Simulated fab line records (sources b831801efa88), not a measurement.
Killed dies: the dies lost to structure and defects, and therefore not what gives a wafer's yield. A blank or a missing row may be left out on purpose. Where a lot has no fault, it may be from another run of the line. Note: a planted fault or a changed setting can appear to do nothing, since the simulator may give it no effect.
fab line records -- flow sky130
record: lots: 14, wafers: 42, lastDay: 50
route steps=708 shown VIA1@461 VIA2@519 METAL5@665
lots that met no fault: taken from a fault-free run of the same line
startH: hours from the record's opening day to when the first of the lot's shown wafers began -- waitH: hours elapsed since this lot's preceding step -- " identical to the entry in the row above -- L1.1+2: one row covering several wafers at once -- - either no value or no given start -- * or withheld: withheld -- < > ~ a bound
route shown NAME@n: names a module that has steps shown in the file, with the first one's number in the route -- usual: the fault-free wafers' mean and standard deviation -- same: alike in all rows -- chamber/n: place in a boat -- sites: per-site readings -- _std_site: their standard deviation -- _edge_site: inner sites' mean taken away from outer sites' mean -- radiusMm: for every site, how far away it sits from the centre of the wafer -- mask NAME#n: copy n -- behind: the tool/chamber that last shaped the wafer -- hold: why the lot was held/for how many hours/how that ended -- device: whichever transistor did not switch (one of n, p or np) -- end of line: the route-end tests of the same wafers -- a step given without rows: its recipe and nothing more -- killed: count of dies lost to structure and defects at first sort (not the wafer's yield) -- map: a wafer's dies, x killed, . not, _ none there
set.NAME: the setting the step ran with; set.NAME@STEP: the setting that earlier step ran with -- model.NAME: the simulator's own value behind a step, which no gauge read
steps of the route over a sample of lots; a table a step, a row a wafer
services: from which hour (startH, from the record's first day; less than 0 if before it) a tool's chamber was out of use, for how many hours, and why
== steps ==
step: SKY_VIA1_BOW_MEAS_03
recipe: mode: bow
usual: VIA1_BOW: 82/6.6
lot.wafer,tool,chamber,startH,waitH,VIA1_BOW[um]
L580.1,filmMetro-03,-,770.98,0.1,74
L580.4,filmMetro-03,-,770.98,0.1,71
L580.5,filmMetro-03,-,770.98,0.1,80
L581.1,filmMetro-04,-,780.94,0.1,61
L581.2,filmMetro-04,-,780.94,0.1,82
L581.5,filmMetro-04,-,780.94,0.1,74
L583.1,filmMetro-03,-,804.92,0.1,86
L583.2,filmMetro-03,-,804.92,0.1,84
L583.5,filmMetro-03,-,804.92,0.1,75
L589.1,filmMetro-02,-,842.58,0.2,93
L589.2,filmMetro-02,-,842.58,0.2,81
L589.5,filmMetro-02,-,842.58,0.2,74
L590.1,filmMetro-04,-,851.41,0.1,77
L590.5,filmMetro-04,-,851.41,0.1,79
L590.6,filmMetro-04,-,851.41,0.1,91
L591.3,filmMetro-02,-,860.20,0.2,85
L591.4,filmMetro-02,-,860.20,0.2,70
L591.6,filmMetro-02,-,860.20,0.2,87
L592.2,filmMetro-02,-,870.63,0.3,87
L592.4,filmMetro-02,-,870.63,0.3,72
L592.6,filmMetro-02,-,870.63,0.3,78
L593.1,filmMetro-03,-,886.18,0.2,85
L593.2,filmMetro-03,-,886.18,0.2,77
L593.6,filmMetro-03,-,886.18,0.2,80
L595.1,filmMetro-03,-,892.34,0.2,81
L595.2,filmMetro-03,-,892.34,0.2,78
L595.5,filmMetro-03,-,892.34,0.2,81
L594.4,filmMetro-04,-,895.10,0.3,84
L594.5,filmMetro-04,-,895.10,0.3,77
L594.6,filmMetro-04,-,895.10,0.3,90
L596.2,filmMetro-02,-,912.46,0.2,89
L596.3,filmMetro-02,-,912.46,0.2,81
L596.6,filmMetro-02,-,912.46,0.2,79
L599.1,filmMetro-04,-,921.99,0.1,90
L599.2,filmMetro-04,-,921.99,0.1,84
L599.5,filmMetro-04,-,921.99,0.1,78
L600.1,filmMetro-04,-,926.25,0.1,91
L600.2,filmMetro-04,-,926.25,0.1,71
L600.4,filmMetro-04,-,926.25,0.1,73
L601.1,filmMetro-04,-,931.16,0.1,88
L601.3,filmMetro-04,-,931.16,0.1,79
L601.4,filmMetro-04,-,931.16,0.1,81
step: SKY_VIA2_CD_MEAS_12
recipe: targetCdNm: 200
usual: cdNm: 200.5/1.4
lot.wafer,tool,chamber,startH,waitH,cdNm
L580.1,cdSem-01,-,852.88,-,200.9
L580.4,cdSem-01,-,852.88,-,200.7
L580.5,cdSem-01,-,852.88,-,201.4
L581.1,cdSem-01,-,864.56,-,199.6
L581.2,cdSem-01,-,864.56,-,198.8
L581.5,cdSem-01,-,864.56,-,198.1
L583.1,cdSem-02,-,885.95,-,201.8
L583.2,cdSem-02,-,885.95,-,202.1
L583.5,cdSem-02,-,885.95,-,202.1
L589.1,cdSem-02,-,922.57,-,200.4
L589.2,cdSem-02,-,922.57,-,200.6
L589.5,cdSem-02,-,922.57,-,201.0
L590.1,cdSem-02,-,932.83,-,200.1
L590.5,cdSem-02,-,932.83,-,199.2
L590.6,cdSem-02,-,932.83,-,199.7
L591.3,cdSem-02,-,939.09,-,200.6
L591.4,cdSem-02,-,939.09,-,198.7
L591.6,cdSem-02,-,939.09,-,200.8
L592.2,cdSem-02,-,948.97,-,199.6
L592.4,cdSem-02,-,948.97,-,199.0
L592.6,cdSem-02,-,948.97,-,199.5
L593.1,cdSem-01,-,964.03,-,199.3
L593.2,cdSem-01,-,964.03,-,199.3
L593.6,cdSem-01,-,964.03,-,200.4
L595.1,cdSem-01,-,970.00,-,198.6
L595.2,cdSem-01,-,970.00,-,199.7
L595.5,cdSem-01,-,970.00,-,198.2
L594.4,cdSem-02,-,972.96,-,200.0
L594.5,cdSem-02,-,972.96,-,198.4
L594.6,cdSem-02,-,972.96,-,199.1
L596.2,cdSem-02,-,987.47,-,200.1
L596.3,cdSem-02,-,987.47,-,200.0
L596.6,cdSem-02,-,987.47,-,200.8
L599.1,cdSem-01,-,997.98,-,202.7
L599.2,cdSem-01,-,997.98,-,202.1
L599.5,cdSem-01,-,997.98,-,202.2
L600.1,cdSem-02,-,1001.78,-,199.1
L600.2,cdSem-02,-,1001.78,-,199.9
L600.4,cdSem-02,-,1001.78,-,200.4
L601.1,cdSem-01,-,1006.37,-,200.1
L601.3,cdSem-01,-,1006.37,-,199.6
L601.4,cdSem-01,-,1006.37,-,199.6
step: SKY_VIA2_SPUTTER_20
recipe: material: TiN, targetThkNm: 20, chamberPressurePa: 5, powerW: 4000, timeS: 80
usual: cathodeDcPowerW: 4000.1/0.72, chamberPressurePa: 5.000/0.0097, throttleValvePct: 30.4/1.4
lot.wafer,tool,chamber,startH,waitH,cathodeDcPowerW,chamberPressurePa,throttleValvePct
L580.1,pvdSputter-03,-,853.75,0.0,3999.6,4.996,32.4
L580.4,pvdSputter-03,-,853.75,0.0,3999.5,5.000,29.8
L580.5,pvdSputter-03,-,853.75,0.0,4000.2,4.995,32.6
L581.1,pvdSputter-03,-,865.41,0.0,4000.2,5.004,28.8
L581.2,pvdSputter-03,-,865.41,0.0,3999.7,4.997,29.5
L581.5,pvdSputter-03,-,865.41,0.0,3999.3,4.991,32.7
L583.1,pvdSputter-03,-,886.81,0.0,4000.0,4.993,28.3
L583.2,pvdSputter-03,-,886.81,0.0,3999.8,4.997,32.5
L583.5,pvdSputter-03,-,886.81,0.0,4001.0,5.003,32.6
L589.1,pvdSputter-01,-,923.43,0.0,3999.6,4.997,30.2
L589.2,pvdSputter-01,-,923.43,0.0,4000.4,5.014,30.0
L589.5,pvdSputter-01,-,923.43,0.0,3998.1,5.003,29.1
L590.1,pvdSputter-02,-,933.68,0.0,4000.7,5.001,29.9
L590.5,pvdSputter-02,-,933.68,0.0,3999.9,5.006,30.3
L590.6,pvdSputter-02,-,933.68,0.0,4000.5,4.991,32.5
L591.3,pvdSputter-03,-,939.91,0.0,4000.5,5.003,32.2
L591.4,pvdSputter-03,-,939.91,0.0,3999.5,4.999,30.8
L591.6,pvdSputter-03,-,939.91,0.0,4000.5,5.007,30.7
L592.2,pvdSputter-01,-,949.82,0.0,3999.6,5.001,28.7
L592.4,pvdSputter-01,-,949.82,0.0,4000.4,4.993,28.8
L592.6,pvdSputter-01,-,949.82,0.0,4000.1,5.007,30.3
L593.1,pvdSputter-01,-,964.92,0.0,4000.5,5.003,28.7
L593.2,pvdSputter-01,-,964.92,0.0,4000.4,4.997,30.2
L593.6,pvdSputter-01,-,964.92,0.0,4000.5,5.016,28.7
L595.1,pvdSputter-03,-,970.86,0.0,4000.1,4.987,29.7
L595.2,pvdSputter-03,-,970.86,0.0,4000.3,5.010,32.4
L595.5,pvdSputter-03,-,970.86,0.0,4000.4,5.032,28.8
L594.4,pvdSputter-02,-,973.76,0.0,3999.3,5.002,29.6
L594.5,pvdSputter-02,-,973.76,0.0,3999.3,5.006,29.9
L594.6,pvdSputter-02,-,973.76,0.0,3998.0,4.991,32.5
L596.2,pvdSputter-02,-,988.31,0.0,3999.9,5.020,30.7
L596.3,pvdSputter-02,-,988.31,0.0,3999.5,5.003,30.0
L596.6,pvdSputter-02,-,988.31,0.0,4000.3,5.010,32.6
L599.1,pvdSputter-01,-,998.83,0.0,4000.3,5.012,29.9
L599.2,pvdSputter-01,-,998.83,0.0,3999.8,5.004,28.8
L599.5,pvdSputter-01,-,998.83,0.0,4000.9,4.992,28.8
L600.1,pvdSputter-02,-,1002.63,0.0,3998.7,5.002,32.4
L600.2,pvdSputter-02,-,1002.63,0.0,4000.4,5.004,29.3
L600.4,pvdSputter-02,-,1002.63,0.0,4000.9,5.002,30.2
L601.1,pvdSputter-02,-,1007.26,0.0,4001.1,5.010,29.2
L601.3,pvdSputter-02,-,1007.26,0.0,4000.4,5.014,30.2
L601.4,pvdSputter-02,-,1007.26,0.0,4001.2,4.997,30.5
step: SKY_METAL5_SPUTTER_04
recipe: material: TiN, targetThkNm: 70, powerW: 6500, timeS: 58.3, chamberPressurePa: 0.4
usual: cathodeDcPowerW: 6500.0/1.2, chamberPressurePa: 0.4001/0.00082, throttleValvePct: 30.4/1.3
lot.wafer,tool,chamber,startH,waitH,cathodeDcPowerW,chamberPressurePa,throttleValvePct
L580.1,pvdSputter-01,-,1011.58,0.0,6497.9,0.4018,29.8
L580.4,pvdSputter-01,-,1011.58,0.0,6499.6,0.3996,30.1
L580.5,pvdSputter-01,-,1011.58,0.0,6500.1,0.3996,30.1
L581.1,pvdSputter-01,-,1022.74,0.0,6500.2,0.3992,30.2
L581.2,pvdSputter-01,-,1022.74,0.0,6500.1,0.3998,28.9
L581.5,pvdSputter-01,-,1022.74,0.0,6499.2,0.3996,28.7
L583.1,pvdSputter-04,-,1039.05,0.0,6501.6,0.3995,30.9
L583.2,pvdSputter-04,-,1039.05,0.0,6502.8,0.3998,30.9
L583.5,pvdSputter-04,-,1039.05,0.0,6499.5,0.4000,32.1
L589.1,pvdSputter-01,-,1070.41,0.0,-,-,-
L589.2,pvdSputter-01,-,1070.41,0.0,-,-,-
L589.5,pvdSputter-01,-,1070.41,0.0,-,-,-
L590.1,pvdSputter-01,-,1081.00,0.0,-,-,-
L590.5,pvdSputter-01,-,1081.00,0.0,-,-,-
L590.6,pvdSputter-01,-,1081.00,0.0,-,-,-
L591.3,pvdSputter-03,-,1083.53,0.0,6501.5,0.3991,29.8
L591.4,pvdSputter-03,-,1083.53,0.0,6500.0,0.3992,32.3
L591.6,pvdSputter-03,-,1083.53,0.0,6499.9,0.3996,32.4
L592.2,pvdSputter-01,-,1092.54,0.0,6500.4,0.3998,30.3
L592.4,pvdSputter-01,-,1092.54,0.0,6499.2,0.3996,30.3
L592.6,pvdSputter-01,-,1092.54,0.0,6500.4,0.3993,29.9
L593.1,pvdSputter-03,-,1106.34,0.0,6502.1,0.3998,29.6
L593.2,pvdSputter-03,-,1106.34,0.0,6499.3,0.4003,32.6
L593.6,pvdSputter-03,-,1106.34,0.0,6499.9,0.3996,32.2
L595.1,pvdSputter-03,-,1112.53,0.0,6501.6,0.4016,32.7
L595.2,pvdSputter-03,-,1112.53,0.0,6500.3,0.3992,28.5
L595.5,pvdSputter-03,-,1112.53,0.0,6499.8,0.3992,30.5
L594.4,pvdSputter-01,-,1114.24,0.0,6500.1,0.4003,29.8
L594.5,pvdSputter-01,-,1114.24,0.0,6501.8,0.4002,29.9
L594.6,pvdSputter-01,-,1114.24,0.0,6500.3,0.3997,28.6
L596.2,pvdSputter-01,-,1126.60,0.0,6501.0,0.4008,30.0
L596.3,pvdSputter-01,-,1126.60,0.0,6498.9,0.3972,28.7
L596.6,pvdSputter-01,-,1126.60,0.0,6500.2,0.4001,28.6
L599.1,pvdSputter-03,-,1135.42,0.0,6500.0,0.4008,28.6
L599.2,pvdSputter-03,-,1135.42,0.0,6500.9,0.4014,32.3
L599.5,pvdSputter-03,-,1135.42,0.0,6499.3,0.4009,28.5
L600.1,pvdSputter-03,-,1138.41,0.0,6500.3,0.3999,32.4
L600.2,pvdSputter-03,-,1138.41,0.0,6501.0,0.4005,28.5
L600.4,pvdSputter-03,-,1138.41,0.0,6501.6,0.4007,29.6
L601.1,pvdSputter-01,-,1142.54,0.0,6499.2,0.4002,30.0
L601.3,pvdSputter-01,-,1142.54,0.0,6498.3,0.4005,30.2
L601.4,pvdSputter-01,-,1142.54,0.0,6499.1,0.3998,28.8
step: SKY_METAL5_THK_MEAS_06
recipe: thkMeasGauge: xrf, reads: AlCu_of_METAL5_SPUTTER_02
usual: METAL5_ALCU_THK: 1144/12
lot.wafer,tool,chamber,startH,waitH,METAL5_ALCU_THK[nm]
L580.1,filmMetro-01,-,1011.75,0.1,1139
L580.4,filmMetro-01,-,1011.75,0.1,1142
L580.5,filmMetro-01,-,1011.75,0.1,1152
L581.1,filmMetro-02,-,1022.91,0.1,1128
L581.2,filmMetro-02,-,1022.91,0.1,1149
L581.5,filmMetro-02,-,1022.91,0.1,1143
L583.1,filmMetro-02,-,1039.21,0.1,1153
L583.2,filmMetro-02,-,1039.21,0.1,1142
L583.5,filmMetro-02,-,1039.21,0.1,1160
L589.1,filmMetro-01,-,1070.58,0.1,1336
L589.2,filmMetro-01,-,1070.58,0.1,1324
L589.5,filmMetro-01,-,1070.58,0.1,1339
L590.1,filmMetro-04,-,1081.17,0.1,1374
L590.5,filmMetro-04,-,1081.17,0.1,1378
L590.6,filmMetro-04,-,1081.17,0.1,1390
L591.3,filmMetro-04,-,1083.72,0.1,1136
L591.4,filmMetro-04,-,1083.72,0.1,1137
L591.6,filmMetro-04,-,1083.72,0.1,1128
L592.2,filmMetro-01,-,1092.71,0.1,1133
L592.4,filmMetro-01,-,1092.71,0.1,1132
L592.6,filmMetro-01,-,1092.71,0.1,1136
L593.1,filmMetro-04,-,1106.51,0.1,1138
L593.2,filmMetro-04,-,1106.51,0.1,1142
L593.6,filmMetro-04,-,1106.51,0.1,1140
L595.1,filmMetro-04,-,1112.70,0.1,1144
L595.2,filmMetro-04,-,1112.70,0.1,1148
L595.5,filmMetro-04,-,1112.70,0.1,1146
L594.4,filmMetro-02,-,1114.44,0.1,1135
L594.5,filmMetro-02,-,1114.44,0.1,1148
L594.6,filmMetro-02,-,1114.44,0.1,1147
L596.2,filmMetro-02,-,1126.78,0.1,1111
L596.3,filmMetro-02,-,1126.78,0.1,1128
L596.6,filmMetro-02,-,1126.78,0.1,1118
L599.1,filmMetro-01,-,1135.59,0.1,1165
L599.2,filmMetro-01,-,1135.59,0.1,1142
L599.5,filmMetro-01,-,1135.59,0.1,1164
L600.1,filmMetro-02,-,1138.58,0.1,1133
L600.2,filmMetro-02,-,1138.58,0.1,1129
L600.4,filmMetro-02,-,1138.58,0.1,1132
L601.1,filmMetro-02,-,1142.71,0.1,1152
L601.3,filmMetro-02,-,1142.71,0.1,1130
L601.4,filmMetro-02,-,1142.71,0.1,1147
step: SKY_METAL5_METAL_ETCH_15
recipe: targetDepthA: 12600, stopOn: SiO2, overEtchFrac: 0.2, timeS: 252, chemistry: Cl2/BCl3, resistSidewallDeg: 86, pressureMtorr: 10, icpW: 900, biasW: 48.5, Cl2_flow_sccm: 60, bcl3FlowSccm: 30
usual: drypumpMotorCurrentA: 5.8/0.41, oesProductAu: 0.894/0.005, throttleValvePct: 22.264/0.0088
lot.wafer,tool,chamber,startH,waitH,drypumpMotorCurrentA,oesProductAu,rfHoursCounterH,throttleValvePct
L580.1,rieMetal-02,0,1034.37,0.0,5.8,0.897,20,22.264
L580.4,rieMetal-02,0,1034.37,0.0,5.8,0.891,-,22.271
L580.5,rieMetal-02,0,1034.37,0.0,5.8,0.892,-,22.280
L581.1,rieMetal-04,0,1044.82,0.0,5.4,0.885,15,22.281
L581.2,rieMetal-04,1,1044.82,0.0,5.8,0.888,16,22.267
L581.5,rieMetal-04,0,1044.82,0.0,5.3,0.894,-,22.276
L583.1,rieMetal-02,0,1061.02,0.0,5.8,0.893,22,22.264
L583.2,rieMetal-02,1,1061.02,0.0,6.6,0.903,15,22.269
L583.5,rieMetal-02,1,1061.02,0.0,6.6,0.897,-,22.277
L589.1,rieMetal-04,1,1090.92,0.0,5.9,0.868,20,22.271
L589.2,rieMetal-04,0,1090.92,0.0,5.4,0.874,19,22.273
L589.5,rieMetal-04,1,1090.92,0.0,5.8,0.883,-,22.250
L590.1,rieMetal-04,1,1100.93,0.0,5.8,0.878,21,22.263
L590.5,rieMetal-04,0,1100.93,0.0,5.4,0.881,-,22.266
L590.6,rieMetal-04,1,1100.93,0.0,5.8,0.879,-,22.263
L591.3,rieMetal-03,0,1103.22,0.1,6.3,0.900,-,22.281
L591.4,rieMetal-03,1,1103.22,0.1,5.6,0.897,-,22.263
L591.6,rieMetal-03,0,1103.22,0.1,6.3,0.894,-,22.274
L592.2,rieMetal-02,1,1112.99,0.0,6.6,0.897,19,22.259
L592.4,rieMetal-02,0,1112.99,0.0,5.8,0.893,-,22.270
L592.6,rieMetal-02,1,1112.99,0.0,6.6,0.892,-,22.256
L593.1,rieMetal-04,0,1125.23,0.0,5.4,0.889,21,22.267
L593.2,rieMetal-04,1,1125.23,0.0,5.8,0.901,22,22.276
L593.6,rieMetal-04,0,1125.23,0.0,5.4,0.891,-,22.265
L595.1,rieMetal-03,0,1131.02,0.0,6.3,0.892,9,22.263
L595.2,rieMetal-03,1,1131.02,0.0,5.5,0.889,10,22.266
L595.5,rieMetal-03,1,1131.02,0.0,5.6,0.898,-,22.250
L594.4,rieMetal-02,0,1133.77,0.1,5.8,0.892,-,22.256
L594.5,rieMetal-02,1,1133.77,0.1,6.6,0.886,-,22.274
L594.6,rieMetal-02,0,1133.77,0.1,5.8,0.893,-,22.258
L596.2,rieMetal-04,1,1145.44,0.0,5.8,0.890,24,22.267
L596.3,rieMetal-04,1,1145.44,0.0,5.8,0.896,-,22.277
L596.6,rieMetal-04,1,1145.44,0.0,5.8,0.891,-,22.260
L599.1,rieMetal-03,1,1153.87,0.0,5.5,0.906,12,22.266
L599.2,rieMetal-03,0,1153.87,0.0,6.3,0.902,11,22.260
L599.5,rieMetal-03,0,1153.87,0.0,6.3,0.899,-,22.256
L600.1,rieMetal-03,1,1156.79,0.0,5.6,0.891,12,22.260
L600.2,rieMetal-03,0,1156.79,0.0,6.3,0.898,11,22.252
L600.4,rieMetal-03,0,1156.79,0.0,6.3,0.888,-,22.291
L601.1,rieMetal-02,1,1160.52,0.0,6.6,0.892,23,22.281
L601.3,rieMetal-02,1,1160.52,0.0,6.6,0.892,-,22.261
L601.4,rieMetal-02,0,1160.52,0.0,5.8,0.905,-,22.258
== services ==
tool,chamber,startH,hours,kind
pvdSputter-01,-,843.82,2.5,repair
pvdSputter-02,-,882.17,6.3,repair
pvdSputter-03,-,901.97,4.1,repair
pvdSputter-01,1,994.19,-,consumableReplace:kit
pvdSputter-01,1,994.19,18.0,scheduledDown
pvdSputter-01,1,994.19,18.0,ventCycle
rieMetal-03,-,996.96,28.1,pm
rieMetal-04,0,1010.45,2.2,repair
pvdSputter-04,-,1015.63,4.8,repair
pvdSputter-02,-,1048.53,0.8,repair
pvdSputter-01,-,1062.36,1.0,repair
pvdSputter-04,-,1067.57,9.5,repair
rieMetal-02,-,1082.17,2.8,pm
pvdSputter-03,-,1088.91,2.6,repair
pvdSputter-01,0,1092.58,-,consumableReplace:kit
pvdSputter-01,0,1092.58,18.0,scheduledDown
pvdSputter-01,0,1092.58,18.0,ventCycle
pvdSputter-04,-,1095.05,11.3,repair
pvdSputter-01,-,1107.99,2.4,repair
pvdSputter-03,-,1116.29,2.1,repair
pvdSputter-04,-,1141.89,13.0,repair
pvdSputter-01,3,1143.28,-,consumableReplace:kit
pvdSputter-01,3,1143.28,18.0,scheduledDown
pvdSputter-03,-,1154.99,3.0,repair
== key ==
firstSign: step: SKY_METAL5_SPUTTER_04, reading: toolRecord, direction: missing
effect: step: SKY_METAL5_THK_MEAS_06, reading: METAL5_ALCU_THK, direction: up, sigmas: 18, usual: 1144, struck: 1357
effect: step: SKY_METAL5_METAL_ETCH_15, reading: oesProductAu, direction: down, sigmas: 3.4, usual: 0.894, struck: 0.877, wafersMoved: 5
metAt SKY_METAL5_SPUTTER_04
struckLots L589,L590
laterRowsLeftOut L589.1,L589.2,L589.5,L590.1,L590.5,L590.6
sortLeftOut L589.1,L589.2,L589.5,L590.1,L590.5,L590.6
notActingAt SKY_VIA1_BOW_MEAS_03,SKY_VIA2_CD_MEAS_12,SKY_VIA2_SPUTTER_20
onsetBetween 1022.74 1070.41
fault: kind: skippedStepWhole, tool: pvdSputter-01, chamber: -, onsetH: 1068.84, steps: SKY_METAL5_SPUTTER_04, scope: struckLotsOnly
sortLeftOut: the simulated sort isn't trusted on such a fault, so these wafers' sort isn't shown, and their yield isn't known
laterRowsLeftOut: the simulator's readings of these wafers behind a module that went badly wrong aren't trusted and aren't shown, but for the sort
